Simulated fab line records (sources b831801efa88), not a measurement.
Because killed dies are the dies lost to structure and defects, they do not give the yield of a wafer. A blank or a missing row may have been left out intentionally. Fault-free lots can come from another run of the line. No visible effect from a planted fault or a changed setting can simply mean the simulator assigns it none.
Which tool is to blame? | flow sky130 | Sampling: 10 lots, 30 wafers, 6 of 708 route steps

WHAT EACH GAUGE READ, for each wafer
SKY_VIA1_RS_MEAS_22: measurement is done with a four-point probe. Usual: VIA1_W_RS typically reads 0.426 ohm/sq, with standard deviation 0.0065.
lot  | measured     | on            | VIA1_W_RS (ohm/sq) | flag
L867 | day 34 20:04 | film metro-03 | 0.428 0.426 0.429  |
L870 | day 35 17:30 | film metro-01 | 0.431 0.430 0.431  |
L872 | day 36 02:31 | film metro-02 | 0.432 0.429 0.433  |
L873 | day 36 08:34 | film metro-02 | 0.430 0.433 0.431  |
L876 | day 37 04:48 | film metro-03 | 0.430 0.430 0.420  |
L877 | day 37 13:18 | film metro-02 | 0.431 0.428 0.435  |
L878 | day 37 20:41 | film metro-03 | 0.436 0.426 0.434  |
L883 | day 39 01:32 | film metro-02 | 0.435 0.431 0.429  |
L884 | day 39 07:01 | film metro-02 | 0.414 0.426 0.421  |
L890 | day 41 05:11 | film metro-03 | 0.420 0.427 0.417  |

SKY_METAL2_RS_MEAS_05: measurement is done with a four-point probe. Usual: METAL2_ALCU_RS typically reads 0.1267 ohm/sq, with standard deviation 0.0014.
lot  | measured     | on            | METAL2_ALCU_RS (ohm/sq) | flag
L867 | day 34 20:41 | film metro-04 | 0.1258 0.1273 0.1262    |
L870 | day 35 18:07 | film metro-01 | 0.1271 0.1268 0.1278    |
L872 | day 36 03:08 | film metro-04 | 0.1248 0.1250 0.1244    |
L873 | day 36 09:11 | film metro-04 | 0.1271 0.1252 0.1273    |
L876 | day 37 05:25 | film metro-02 | 0.1249 0.1255 0.1260    |
L877 | day 37 13:55 | film metro-04 | 0.1272 0.1270 0.1255    |
L878 | day 37 21:18 | film metro-04 | 0.1252 0.1681 0.1259    | OFF
L883 | day 39 02:31 | film metro-04 | 0.1267 0.1255 0.1259    |
L884 | day 39 07:37 | film metro-02 | 0.1236 0.1243 0.1239    |
L890 | day 41 05:49 | film metro-04 | 0.1273 0.1288 0.1282    |

SKY_METAL2_THK_MEAS_06: measures by xrf. Usual: METAL2_ALCU_THK typically reads 253.5 nm, with standard deviation 2.7.
lot  | measured     | on            | METAL2_ALCU_THK (nm) | flag
L867 | day 34 20:48 | film metro-04 | 256.1 252.6 253.3    |
L870 | day 35 18:14 | film metro-01 | 252.2 254.9 254.0    |
L872 | day 36 03:14 | film metro-04 | 258.0 256.5 258.2    |
L873 | day 36 09:18 | film metro-04 | 254.8 256.2 254.1    |
L876 | day 37 05:32 | film metro-02 | 255.9 256.5 256.2    |
L877 | day 37 14:02 | film metro-04 | 250.4 252.0 254.2    |
L878 | day 37 21:25 | film metro-04 | 254.2 192.8 255.0    | OFF
L883 | day 39 02:37 | film metro-04 | 252.6 253.7 254.0    |
L884 | day 39 07:44 | film metro-02 | 259.4 257.4 257.9    |
L890 | day 41 05:56 | film metro-04 | 253.1 250.6 249.4    |

SKY_METAL2_CD_MEAS_15: the cd target is 140 nm. Usual: cd nm at 139.3 nm, with a standard deviation of 1.6.
lot  | measured     | on        | cd nm (nm)        | flag
L867 | day 35 23:15 | cd sem-01 | 139.1 139.5 140.0 |
L870 | day 36 20:24 | cd sem-02 | 137.0 136.8 136.5 |
L872 | day 37 05:56 | cd sem-01 | 141.4 140.9 141.5 |
L873 | day 37 10:04 | cd sem-01 | 138.3 139.1 140.1 |
L876 | day 38 07:06 | cd sem-02 | 139.0 137.9 139.0 |
L877 | day 38 15:19 | cd sem-01 | 137.6 136.8 137.8 |
L878 | day 38 21:51 | cd sem-01 | 139.1 140.6 139.6 |
L883 | day 40 03:05 | cd sem-01 | 139.1 138.8 138.6 |
L884 | day 40 07:50 | cd sem-01 | 138.4 138.6 138.8 |
L890 | day 42 04:51 | cd sem-02 | 136.5 137.6 136.5 |

TOOL THAT RAN EACH LOT (tool first, then ch and the chambers of the sampled wafers, then the start)
lot  | SKY_VIA1_ETCH_14                   | SKY_METAL2_SPUTTER_02
L867 | rie diel-01 ch 0,2,3, day 34 19:13 | pvd sputter-04, day 34 20:35
L870 | rie diel-02 ch 1,2,3, day 35 16:40 | pvd sputter-03, day 35 18:02
L872 | rie diel-02 ch 0,1,3, day 36 01:37 | pvd sputter-04, day 36 03:01
L873 | rie diel-02 ch 0,2,3, day 36 07:43 | pvd sputter-03, day 36 09:05
L876 | rie diel-04 ch 0,1, day 37 03:58   | pvd sputter-04, day 37 05:19
L877 | rie diel-04 ch 0,2,3, day 37 12:28 | pvd sputter-04, day 37 13:50
L878 | rie diel-02 ch 1,2,3, day 37 19:48 | pvd sputter-04, day 37 21:12
L883 | rie diel-01 ch 1,2, day 39 00:40   | pvd sputter-01, day 39 02:24
L884 | rie diel-02 ch 1,3, day 39 06:10   | pvd sputter-03, day 39 07:32
L890 | rie diel-01 ch 0,1,2, day 41 04:22 | pvd sputter-01, day 41 05:43
- SKY_VIA1_ETCH_14: etches BARC in N2/H2, stops on SiO2, time 45.9 s, target depth 60 nm.
- SKY_METAL2_SPUTTER_02: material AlCu, target thk 250 nm, time 13.3 s.

WHAT THE TOOLS THEMSELVES READ (means of the sampled wafers that have a number; where no wafer has one, the mark that the record gives instead)
SKY_VIA1_ETCH_14. Usual: drypump motor current A 5.7 A, standard deviation 0.51; oes product au 0.855 a.u., standard deviation 0.0053; throttle valve pct 13.225 %, standard deviation 0.0099.
lot  | tool        | drypump motor current A (A) | oes product au (a.u.) | throttle valve pct (%) | flag
L867 | rie diel-01 | 5.8                         | 0.851                 | 13.229                 |
L870 | rie diel-02 | 5.5                         | 0.857                 | 13.218                 |
L872 | rie diel-02 | 5.6                         | 0.856                 | 13.220                 |
L873 | rie diel-02 | 5.4                         | 0.849                 | 13.226                 |
L876 | rie diel-04 | 5.2                         | 0.854                 | 13.223                 |
L877 | rie diel-04 | 5.3                         | 0.852                 | 13.226                 |
L878 | rie diel-02 | 5.5                         | 0.855                 | 13.222                 |
L883 | rie diel-01 | 6.2                         | 0.856                 | 13.226                 |
L884 | rie diel-02 | 5.6                         | 0.852                 | 13.221                 |
L890 | rie diel-01 | 5.8                         | 0.855                 | 13.225                 |

SKY_METAL2_SPUTTER_02. Usual: throttle valve pct at 30.2 %, with a standard deviation of 1.5.
lot  | tool           | throttle valve pct (%) | flag
L867 | pvd sputter-04 | 30.0                   |
L870 | pvd sputter-03 | 30.5                   |
L872 | pvd sputter-04 | 29.2                   |
L873 | pvd sputter-03 | 31.4                   |
L876 | pvd sputter-04 | 29.7                   |
L877 | pvd sputter-04 | 29.9                   |
L878 | pvd sputter-04 | 29.9                   |
L883 | pvd sputter-01 | 29.6                   |
L884 | pvd sputter-03 | 31.2                   |
L890 | pvd sputter-01 | 30.9                   |

THE ANSWER, worked out from the rows above alone
Rule: a lot is off if the mean of its wafers that have a number lies more than 3 standard deviations from the usual mean. A lot without any number at a reading at which 4 lots or more have one is off too. Where the step has rows for the other lots, those lots are counted as sound. First the gauges in route order, then the tools' own readings, where a lot's mean is used as printed above. At the first step where some lot is off, the reading lying furthest off is the one used; lots without a number count as furthest.
Off: L878, at SKY_METAL2_RS_MEAS_05 (METAL2_ALCU_RS).
A tool fits if, at a process step before that reading, it ran every lot that is off, and no sound lot after the first of them. Those tools and the gauges at SKY_METAL2_RS_MEAS_05 are tried in the same way. One fits: pvd sputter-04 at SKY_METAL2_SPUTTER_02. A fault onset in the window from L877 (day 37 13:50, its last sound lot) to L878 (day 37 21:12, its first lot off) fits.

WHAT THE SIMULATOR HAD INSERTED
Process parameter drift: pvd sputter-04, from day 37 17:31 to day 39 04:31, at SKY_METAL2_SPUTTER_02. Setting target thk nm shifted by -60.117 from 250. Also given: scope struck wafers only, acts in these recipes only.
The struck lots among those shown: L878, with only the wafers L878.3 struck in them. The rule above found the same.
